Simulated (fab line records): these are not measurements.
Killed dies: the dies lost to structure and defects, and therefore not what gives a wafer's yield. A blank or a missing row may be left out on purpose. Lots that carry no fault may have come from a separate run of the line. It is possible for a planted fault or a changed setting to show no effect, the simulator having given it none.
Struck lot and sound lot, side by side	flow sky130	43 steps out of a route of 708
Sound: the wafers L790.2, L790.3, L790.5. Struck: wafer L796.4. (L796.3, L796.6 of the same lot were not struck and are left out.) The cause comes at the end.
Order at every step that has rows: each side's tool, ch and its chambers, its first start. Under that, the readings that differ: sound wafers	struck wafers	difference of the means	sigmas: that difference in standard deviations of wafers without a fault.
alike: readings whose means differ by less than 2 such deviations, and words and numbers that are the same on both sides. not compared: withheld readings, readings that some wafer has no value for, bounds like >300 that may hide the same value, and numbers for which the record gives no deviation and whose values overlap.
The two part at a step that has a row with sigmas, a row that says differs or no value, or rows on one side only. Numbers that don't overlap but have no deviation are shown without sigmas and don't part them. A reading that every wafer of one side lacks parts them only if that side has two wafers or more.

first, 1 step without rows for these wafers: SKY_METAL2_DEVELOP_14 (develop time 60 s).
SKY_METAL2_CD_MEAS_15: target cd 140 nm.
  struck on cd sem-01, day 38 16:22; sound on cd sem-02, day 36 08:00
  alike: cd nm
SKY_METAL2_OVL_MEAS_16:
  struck on overlay-01, day 38 16:27; sound on overlay-02, day 36 08:06
  alike: METAL2_OVL
then, 3 steps without rows for these wafers: SKY_METAL2_DESCUM_17 (chemistry O2, time 8 s); SKY_METAL2_ETCH_18 (etches BARC in N2/H2, stops on SiO2, time 45.9 s, target depth 60 nm); SKY_METAL2_METAL_ETCH_19 (etches the open film in Cl2/BCl3, stops on SiO2, target depth 360 nm, time 78 s).
SKY_METAL2_STRIP_20: strips in O2/N2.
  sound on plasma asher-04 ch 0,1, day 36 08:19; struck on plasma asher-04 ch 1, day 38 16:41
reading	sound	struck	difference	sigmas
drypump motor current A (A)	4.7 6.5 6.5	4.7	-1.2	-2
  alike: o2 flow sccm, oes product au, strip time to endpoint s
  not compared: rf hours counter h
then, 4 steps without rows for these wafers: SKY_METAL2_STRIP_21 (strips in post etch residue remover, time 1200 s); SKY_METAL2_CLEAN_22 (cleans in IPA, time 180 s); SKY_METAL2_CLEAN_23 (cleans in O3/DIW); SKY_VIA2_HDPCVD_00 (deposits SiO2, target thk 1180 nm, time 196.7 s).
SKY_VIA2_THK_MEAS_01:
  struck on film metro-02, day 38 17:26; sound on film metro-02, day 36 09:04
  alike: VIA2_HDPCVD_THK
SKY_VIA2_CMP_02: polishes SiO2.
  sound on cmp-01 ch 0,3, day 36 09:07; struck on cmp-02 ch 0, day 38 17:31
  alike: motor current A, slurry flow ml min
SKY_VIA2_BOW_MEAS_03:
  struck on film metro-02, day 38 17:49; sound on film metro-02, day 36 09:26
  alike: VIA2_BOW
then, 8 steps without rows for these wafers: SKY_VIA2_DEHYDRATE_04 (time 60 s); SKY_VIA2_HMDS_05 (prime time 60 s); SKY_VIA2_COAT_06 (resist thk 60 nm); SKY_VIA2_COAT_07 (resist thk 450 nm); SKY_VIA2_SOFTBAKE_08 (time 90 s); SKY_VIA2_EXPOSE_09 (exposes mask VIM2, target cd 200 nm); SKY_VIA2_PEB_10; SKY_VIA2_DEVELOP_11 (develop time 60 s).
SKY_VIA2_CD_MEAS_12: target cd 200 nm.
  struck on cd sem-01, day 39 18:55; sound on cd sem-01, day 37 11:06
  alike: cd nm
SKY_VIA2_OVL_MEAS_13:
  struck on overlay-01, day 39 19:01; sound on overlay-02, day 37 11:13
  alike: VIA2_OVL
then, 1 step without rows for these wafers: SKY_VIA2_ETCH_14 (etches BARC in N2/H2, stops on SiO2, time 45.9 s, target depth 60 nm).
SKY_VIA2_ETCH_15: etches SiO2 in C4F8/O2/Ar, stops on TiN, target depth 546 nm, time 84 s.
  sound on rie diel-04 ch 0,1, day 37 11:17; struck on rie diel-02 ch 1, day 39 19:04
  alike: bias w, oes product au
  not compared: rf hours counter h
then, 6 steps without rows for these wafers: SKY_VIA2_STRIP_16 (strips in O2/N2); SKY_VIA2_STRIP_17 (strips in post etch residue remover, time 1200 s); SKY_VIA2_CLEAN_18 (cleans in IPA, time 180 s); SKY_VIA2_CLEAN_19 (cleans in O3/DIW); SKY_VIA2_SPUTTER_20 (material TiN, target thk 20 nm, time 80 s); SKY_VIA2_CVD_21 (deposits W, target thk 420 nm, time 126.4 s).
SKY_VIA2_RS_MEAS_22: measurement is done with a four-point probe.
  struck on film metro-02, day 39 19:58; sound on film metro-01, day 37 12:08
reading	sound	struck	difference	sigmas
VIA2_W_RS (ohm/sq)	0.268 0.272 0.273	0.264	-0.007	-2
SKY_VIA2_THK_MEAS_23: measures by xrf.
  struck on film metro-02, day 39 20:04; sound on film metro-01, day 37 12:15
  alike: VIA2_W_THK
SKY_VIA2_CMP_24: polishes, stops on SiO2, t overpolish 20 s, target thk 0 nm.
  sound on cmp-01 ch 0,1, day 37 12:18; struck on cmp-02 ch 2, day 39 20:09
  alike: motor current A, overpolish run s, slurry flow ml min, time to endpoint s
then, 1 step without rows for these wafers: SKY_METAL3_SPUTTER_00 (material Ti, target thk 15 nm, time 10 s).
SKY_METAL3_SPUTTER_01: material TiN, target thk 20 nm, time 16.7 s.
  struck on pvd sputter-04, day 39 20:25; sound on pvd sputter-04, day 37 12:38
  alike: throttle valve pct
then, 3 steps without rows for these wafers: SKY_METAL3_SPUTTER_02 (material AlCu, target thk 735 nm, time 39.1 s); SKY_METAL3_SPUTTER_03 (material Ti, target thk 5 nm, time 3.3 s); SKY_METAL3_SPUTTER_04 (material TiN, target thk 70 nm, time 58.3 s).
SKY_CAPM_CVD_00: deposits SiO2, target thk 15.5 nm.
  sound on pecvd-02 ch 0, day 37 12:46; struck on pecvd-03 ch 1, day 39 20:33
reading	sound	struck	difference	sigmas
heater power w (W)	875 862 850	550	-312	-3
SKY_CAPM_THK_MEAS_01:
  struck on film metro-03, day 39 20:36; sound on film metro-01, day 37 12:48
  alike: CAPM_CVD_00_THK
-- the record jumps here: 9 days lie between the struck wafers' starts before and after (it left off in module CAPM and takes up again in module PAD_OPEN, whose first step shown is number 708 of the route) --
SKY_PAD_OPEN_PROBE_99:
  struck on prober-02, day 48 12:51; sound on prober-02, day 46 17:50
reading	sound	struck	difference	sigmas
hold	- -	await dispo/4.6h/release	no value on the sound wafers	
defect limited yield (%)	81.5 83.9	46.3	-36.4	-19
killed_at_M0_to_M3	47 44	235	+190	+30
killed at contacts	23 19	11	-10	-2
killed dies	91 79	264	+179	+19
killed on rim	16 18	44	+27	+8
killed open	50 45	29	-18	-3
sort_bin_3_pad_short (%)	0.8 0.4	3.0	+2.4	+6
sort_bin_5_function (%)	11.8 10.0	35.4	+24.5	+16
sort_bin_6_memory (%)	5.9 5.7	15.2	+9.4	+9
sort n pass	401 413	228	-179	-19
sort yield pct (%)	81.5 83.9	46.3	-36.4	-19
model.etest.tester.sort n pass	401 413	228	-179	
model.etest.tester.sort yield pct (%)	81.5 83.94	46.34	-36.38	
model.etest.tester.sort_bin_5_pct (%)	11.79 9.959	35.37	+24.50	
model.etest.tester.sort_bin_6_pct (%)	5.894 5.691	15.24	+9.45	
model.etest.tester.sort_bin_3_pct (%)	0.813 0.4065	3.049	+2.439	
  alike: killed_at_M4_up, killed at front end, killed at other, killed short

## WHERE THEY PART
First at SKY_METAL2_STRIP_20; last, within this record, at SKY_PAD_OPEN_PROBE_99.

WHY: the cause the simulator had injected
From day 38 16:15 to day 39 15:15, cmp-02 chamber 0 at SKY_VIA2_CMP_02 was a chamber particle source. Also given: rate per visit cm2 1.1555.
